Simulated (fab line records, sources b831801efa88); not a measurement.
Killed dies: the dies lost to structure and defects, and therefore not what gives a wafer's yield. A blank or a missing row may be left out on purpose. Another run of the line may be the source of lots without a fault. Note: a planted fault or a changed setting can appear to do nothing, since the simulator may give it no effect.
fab line records	flow sky130
record lots=13	wafers=39	last_day=51
route steps=708 shown SONOS_ONO@182 LDD_HVP@285 POLY_CUT@319 SD_P@324
lots with no fault: from the same line, run without faults
start_h: hours from the record's first day to the start of the lot's first wafer shown	wait_h: how many hours have passed since the lot's step before this one	" same as the row above	L1.1+2: one row covering several wafers at once	- either no value or no given start	* or withheld: withheld	< > ~ a bound
route shown NAME@n: NAME is a module with steps in the file, n the number in the route of the first one	usual: mean and standard deviation over wafers with no fault	same: alike in all rows	chamber/n: place in a boat	sites: per-site readings	_std_site: the standard deviation of these	_edge_site: outer sites' mean less inner sites'	radius_mm: for every site, how far away it sits from the centre of the wafer	mask NAME#n: copy n	behind: tool/chamber where the wafer was last shaped	hold: why the lot was held/for how many hours/how that ended	device: the n, p or np transistor that did not switch	end of line: the tests these same wafers got at the end of their route	step lacking rows: just its recipe	killed: dies lost to structure and defects at the first sort, not the wafer's yield	map: dies across one wafer; x = killed, . = not, _ = none there
set.NAME: the run value of the setting; set.NAME@STEP: its run value at that earlier step	model.NAME: the simulator's own value behind a step, which no gauge read
the route's steps for a sample of lots (tables are steps, rows are wafers)
services: when a tool's chamber went out of use (start_h, in hours from the record's first day, below 0 if earlier), for how many hours, and the reason
## steps
# step SKY_SONOS_ONO_OVL_MEAS_14
# usual SONOS_ONO_OVL=0.1/1.8
lot.wafer	tool	chamber	start_h	wait_h	SONOS_ONO_OVL[nm]
L304.2	overlay-02	-	272.24	0.1	-0.6
L304.3	"	-	"	"	0.9
L304.6	"	-	"	"	-0.2
L305.4	overlay-02	-	288.00	0.1	1.4
L305.5	"	-	"	"	-0.6
L305.6	"	-	"	"	1.6
L309.4	overlay-01	-	318.65	0.1	0.3
L309.5	"	-	"	"	-0.6
L309.6	"	-	"	"	0.0
L310.1	overlay-02	-	335.15	0.1	-2.4
L310.4	"	-	"	"	1.0
L310.5	"	-	"	"	-0.4
L311.3	overlay-01	-	335.47	0.1	-1.3
L311.5	"	-	"	"	-1.6
L311.6	"	-	"	"	-0.9
L312.3	overlay-01	-	343.32	0.1	1.6
L312.5	"	-	"	"	0.7
L312.6	"	-	"	"	1.1
L315.1	overlay-02	-	374.24	0.1	0.1
L315.2	"	-	"	"	-1.7
L315.4	"	-	"	"	-0.8
L317.2	overlay-02	-	388.21	0.1	3.6
L317.4	"	-	"	"	2.2
L317.6	"	-	"	"	1.9
L318.2	overlay-01	-	388.44	0.1	-0.8
L318.3	"	-	"	"	0.1
L318.6	"	-	"	"	0.8
L322.2	overlay-02	-	435.84	0.1	5.0
L322.4	"	-	"	"	3.0
L322.5	"	-	"	"	4.0
L325.1	overlay-02	-	454.69	0.1	0.1
L325.5	"	-	"	"	-0.5
L325.6	"	-	"	"	0.1
L327.1	overlay-01	-	487.18	0.1	0.0
L327.4	"	-	"	"	1.8
L327.5	"	-	"	"	-2.1
L326.1	overlay-02	-	491.83	0.1	2.1
L326.2	"	-	"	"	3.5
L326.6	"	-	"	"	1.8
# step SKY_LDD_HVP_OVL_MEAS_07
# usual LDD_HVP_OVL=-0.7/1.7
lot.wafer	tool	chamber	start_h	wait_h	LDD_HVP_OVL[nm]
L304.2	overlay-01	-	483.12	0.1	0.1
L304.3	"	-	"	"	-1.2
L304.6	"	-	"	"	-1.9
L305.4	overlay-01	-	503.53	0.1	-2.5
L305.5	"	-	"	"	-2.6
L305.6	"	-	"	"	-3.8
L309.4	overlay-02	-	544.73	0.1	-1.4
L309.5	"	-	"	"	-2.6
L309.6	"	-	"	"	-1.6
L310.1	overlay-01	-	558.38	0.1	0.8
L310.4	"	-	"	"	3.7
L310.5	"	-	"	"	2.7
L311.3	overlay-02	-	559.38	0.1	-1.9
L311.5	"	-	"	"	-3.5
L311.6	"	-	"	"	-1.1
L312.3	overlay-02	-	566.88	0.1	-0.8
L312.5	"	-	"	"	2.4
L312.6	"	-	"	"	0.6
L315.1	overlay-02	-	602.28	0.1	-1.9
L315.2	"	-	"	"	-0.7
L315.4	"	-	"	"	-0.1
L317.2	overlay-01	-	611.47	0.1	0.2
L317.4	"	-	"	"	-0.5
L317.6	"	-	"	"	0.8
L318.2	overlay-01	-	612.82	0.1	-0.7
L318.3	"	-	"	"	-1.1
L318.6	"	-	"	"	0.8
L322.2	overlay-02	-	656.22	0.1	0.5
L322.4	"	-	"	"	0.0
L322.5	"	-	"	"	-0.4
L325.1	overlay-01	-	673.43	0.1	-4.5
L325.5	"	-	"	"	-2.9
L325.6	"	-	"	"	-3.1
L327.1	overlay-02	-	702.56	0.1	-0.7
L327.4	"	-	"	"	0.9
L327.5	"	-	"	"	-1.7
L326.1	overlay-02	-	733.01	0.1	0.1
L326.2	"	-	"	"	-1.0
L326.6	"	-	"	"	1.0
# step SKY_POLY_CUT_STRIP_12
# recipe chemistry=O2/N2	power_w=1400	pressure_mtorr=1500	platen_temp_c=withheld	o2_flow_sccm=3000	n2_flow_sccm=300	overash_fraction=0.5
# usual drypump_motor_current_A=5.8/0.47	oes_product_au=0.452/0.0049	strip_time_to_endpoint_s=5.350/0.02
# same overash_fraction=0.5
lot.wafer	tool	chamber	start_h	wait_h	drypump_motor_current_A	oes_product_au	rf_hours_counter_h	strip_time_to_endpoint_s
L304.2	plasma_asher-01	1	548.62	0.0	5.6	0.447	12	5.350
L304.3	"	1	"	"	5.6	0.458	-	5.383
L304.6	"	0	"	"	6.3	0.464	-	5.351
L305.4	plasma_asher-03	0	568.70	0.1	5.5	0.451	-	5.365
L305.5	"	1	"	"	6.5	0.450	-	5.382
L305.6	"	0	"	"	5.4	0.458	-	5.386
L309.4	plasma_asher-03	1	619.71	0.1	6.4	0.448	-	5.356
L309.5	"	1	"	"	6.4	0.455	-	5.352
L309.6	"	0	"	"	5.5	0.457	-	5.364
L310.1	plasma_asher-01	1	620.52	0.0	5.6	0.461	20	5.368
L310.4	"	1	"	"	5.6	0.458	-	5.319
L310.5	"	0	"	"	6.3	0.451	-	5.339
L311.3	plasma_asher-04	0	620.90	0.1	5.1	0.451	-	5.366
L311.5	"	0	"	"	5.1	0.453	-	5.366
L311.6	"	1	"	"	5.6	0.451	-	5.363
L312.3	plasma_asher-01	0	628.15	0.1	6.3	0.456	-	5.376
L312.5	"	1	"	"	5.6	0.457	-	5.339
L312.6	"	0	"	"	6.3	0.458	-	5.343
L315.1	plasma_asher-03	1	664.42	0.0	6.4	0.454	92	5.343
L315.2	"	0	"	"	5.4	0.454	92	5.351
L315.4	"	0	"	"	5.5	0.451	-	5.353
L317.2	plasma_asher-03	1	672.17	0.0	6.4	0.454	92	5.332
L317.4	"	1	"	"	6.4	0.446	-	5.325
L317.6	"	1	"	"	6.4	0.461	-	5.309
L318.2	plasma_asher-04	0	674.47	0.0	5.1	0.442	55	5.318
L318.3	"	0	"	"	5.1	0.446	-	5.310
L318.6	"	1	"	"	5.6	0.447	-	5.317
L322.2	plasma_asher-03	0	716.05	0.0	5.4	0.447	97	5.368
L322.4	"	1	"	"	6.4	0.458	-	5.375
L322.5	"	1	"	"	6.4	0.448	-	5.360
L325.1	plasma_asher-01	1	732.10	0.0	5.6	0.452	29	5.346
L325.5	"	0	"	"	6.3	0.449	-	5.340
L325.6	"	1	"	"	5.6	0.447	-	5.337
L327.1	plasma_asher-04	0	761.12	0.0	5.1	0.453	64	5.355
L327.4	"	0	"	"	5.1	0.455	-	5.335
L327.5	"	0	"	"	5.1	0.452	-	5.346
L326.1	plasma_asher-01	0	789.82	0.0	6.3	0.449	36	5.319
L326.2	"	1	"	"	5.6	0.456	36	5.332
L326.6	"	1	"	"	5.6	0.459	-	5.310
# step SKY_SD_P_EXPOSE_04
# recipe mask_id=PSDM	na=0.6	source_shape=conventional	sigma_outer=0.6	polarization=unpolarized	target_cd_nm=380	dose_mj=138
lot.wafer	tool	chamber	start_h	wait_h	mask
L304.2+3+6	iline_stepper-01	0	563.80	-	PSDM#0
L305.4+5+6	iline_stepper-01	0	583.49	-	PSDM#0
L309.4+5+6	iline_stepper-01	0	633.49	-	PSDM#0
L310.1+4+5	iline_stepper-01	0	634.83	-	PSDM#0
L311.3+5+6	iline_stepper-02	0	635.53	-	PSDM#0
L312.3+5+6	iline_stepper-01	0	643.14	-	PSDM#0
L315.1+2+4	iline_stepper-01	0	678.91	-	LDNTM#0
L317.2+4+6	iline_stepper-01	0	686.52	-	PSDM#0
L318.2+3+6	iline_stepper-01	0	687.85	-	PSDM#0
L322.2+4+5	iline_stepper-02	0	730.15	-	PSDM#0
L325.1+5+6	iline_stepper-02	0	745.49	-	PSDM#0
L327.1+4+5	iline_stepper-01	0	774.16	-	PSDM#0
L326.1+2+6	iline_stepper-01	0	802.72	-	PSDM#0
# step SKY_SD_P_CD_MEAS_07
# recipe target_cd_nm=380
# usual cd_nm=380/3
lot.wafer	tool	chamber	start_h	wait_h	cd_nm
L304.2	cd_sem-02	-	578.15	0.1	381
L304.3	"	-	"	"	382
L304.6	"	-	"	"	382
L305.4	cd_sem-02	-	596.79	0.1	383
L305.5	"	-	"	"	383
L305.6	"	-	"	"	380
L309.4	cd_sem-02	-	647.96	0.2	382
L309.5	"	-	"	"	380
L309.6	"	-	"	"	382
L310.1	cd_sem-01	-	649.08	0.1	383
L310.4	"	-	"	"	384
L310.5	"	-	"	"	382
L311.3	cd_sem-02	-	649.70	0.1	375
L311.5	"	-	"	"	376
L311.6	"	-	"	"	376
L312.3	cd_sem-01	-	656.90	0.1	376
L312.5	"	-	"	"	378
L312.6	"	-	"	"	379
L315.1	cd_sem-01	-	692.93	0.1	-
L315.2	"	-	"	"	-
L315.4	"	-	"	"	-
L317.2	cd_sem-01	-	700.38	0.1	381
L317.4	"	-	"	"	378
L317.6	"	-	"	"	378
L318.2	cd_sem-01	-	702.25	0.1	377
L318.3	"	-	"	"	376
L318.6	"	-	"	"	377
L322.2	cd_sem-01	-	743.20	0.1	380
L322.4	"	-	"	"	379
L322.5	"	-	"	"	382
L325.1	cd_sem-01	-	758.98	0.1	379
L325.5	"	-	"	"	380
L325.6	"	-	"	"	381
L327.1	cd_sem-01	-	787.78	0.1	381
L327.4	"	-	"	"	379
L327.5	"	-	"	"	380
L326.1	cd_sem-01	-	816.32	0.1	383
L326.2	"	-	"	"	384
L326.6	"	-	"	"	381
# step SKY_SD_P_TW_MEAS_11
# usual SD_P_TW=2835/14
lot.wafer	tool	chamber	start_h	wait_h	SD_P_TW
L304.2	film_metro-04	-	578.54	0.1	2838
L304.3	"	-	"	"	2841
L304.6	"	-	"	"	2845
L305.4	film_metro-01	-	597.17	0.1	2809
L305.5	"	-	"	"	2831
L305.6	"	-	"	"	2837
L309.4	film_metro-04	-	648.36	0.1	2839
L309.5	"	-	"	"	2827
L309.6	"	-	"	"	2824
L310.1	film_metro-01	-	649.49	0.1	2839
L310.4	"	-	"	"	2835
L310.5	"	-	"	"	2846
L311.3	film_metro-01	-	650.09	0.1	2830
L311.5	"	-	"	"	2842
L311.6	"	-	"	"	2833
L312.3	film_metro-04	-	657.29	0.1	2836
L312.5	"	-	"	"	2847
L312.6	"	-	"	"	2846
L315.1	film_metro-02	-	693.34	0.1	30
L315.2	"	-	"	"	30
L315.4	"	-	"	"	30
L317.2	film_metro-01	-	700.78	0.1	2850
L317.4	"	-	"	"	2843
L317.6	"	-	"	"	2840
L318.2	film_metro-02	-	702.64	0.1	2841
L318.3	"	-	"	"	2834
L318.6	"	-	"	"	2848
L322.2	film_metro-01	-	743.60	0.1	2846
L322.4	"	-	"	"	2824
L322.5	"	-	"	"	2837
L325.1	film_metro-01	-	759.38	0.1	2829
L325.5	"	-	"	"	2845
L325.6	"	-	"	"	2821
L327.1	film_metro-01	-	788.19	0.1	2854
L327.4	"	-	"	"	2841
L327.5	"	-	"	"	2841
L326.1	film_metro-04	-	816.72	0.1	2802
L326.2	"	-	"	"	2815
L326.6	"	-	"	"	2808
## services
tool	chamber	start_h	hours	kind
iline_stepper-01	-	532.46	1.7	pm
plasma_asher-03	-	534.70	28.1	pm
iline_stepper-01	0	545.15	-	calibration
iline_stepper-02	-	569.31	1.7	pm
plasma_asher-04	-	580.10	2.1	repair
plasma_asher-03	-	584.21	0.5	repair
iline_stepper-01	-	588.31	28.9	pm
plasma_asher-04	-	655.07	10.0	repair
iline_stepper-02	0	669.85	-	calibration
plasma_asher-01	-	671.22	15.6	pm
iline_stepper-01	-	703.54	0.7	repair
iline_stepper-01	-	715.15	6.8	repair
plasma_asher-04	-	733.73	3.3	repair
plasma_asher-03	-	733.75	9.0	pm
plasma_asher-03	0	733.75	9.0	vent_cycle
plasma_asher-03	1	733.75	9.0	vent_cycle
plasma_asher-03	0	742.75	-	clean
plasma_asher-03	1	742.75	-	clean
iline_stepper-01	0	755.53	-	calibration
plasma_asher-03	-	780.13	10.7	pm
iline_stepper-02	-	787.49	1.7	pm
plasma_asher-03	-	794.42	5.7	repair
## key
first_sign step=SKY_SD_P_EXPOSE_04	reading=mask	direction=changed
effect step=SKY_SD_P_CD_MEAS_07	reading=cd_nm	direction=missing
effect step=SKY_SD_P_TW_MEAS_11	reading=SD_P_TW	direction=down	sigmas=99+	usual=2835	struck=30
met_at SKY_SD_P_EXPOSE_04
struck_lots L315
sort_left_out L315.1,L315.2,L315.4
tester_left_out L315
not_acting_at SKY_SONOS_ONO_OVL_MEAS_14,SKY_LDD_HVP_OVL_MEAS_07,SKY_POLY_CUT_STRIP_12
onset_between 643.14 678.91
fault kind=wrong_mask	tool=any	chamber=-	onset_h=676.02	steps=SKY_SD_P_EXPOSE_04	aux_copy=LDNTM#0	scope=struck_lots_only
# tester_left_out: of these lots the tester's yield and bins aren't shown, on N5 and GAA mostly nor the transistor test; their killed dies are dies lost to structure and defects alone, not to doping, threshold or leakage, so they don't give the yield
# sort_left_out: the simulated sort isn't trusted on such a fault, so these wafers' sort isn't shown, and their yield isn't known
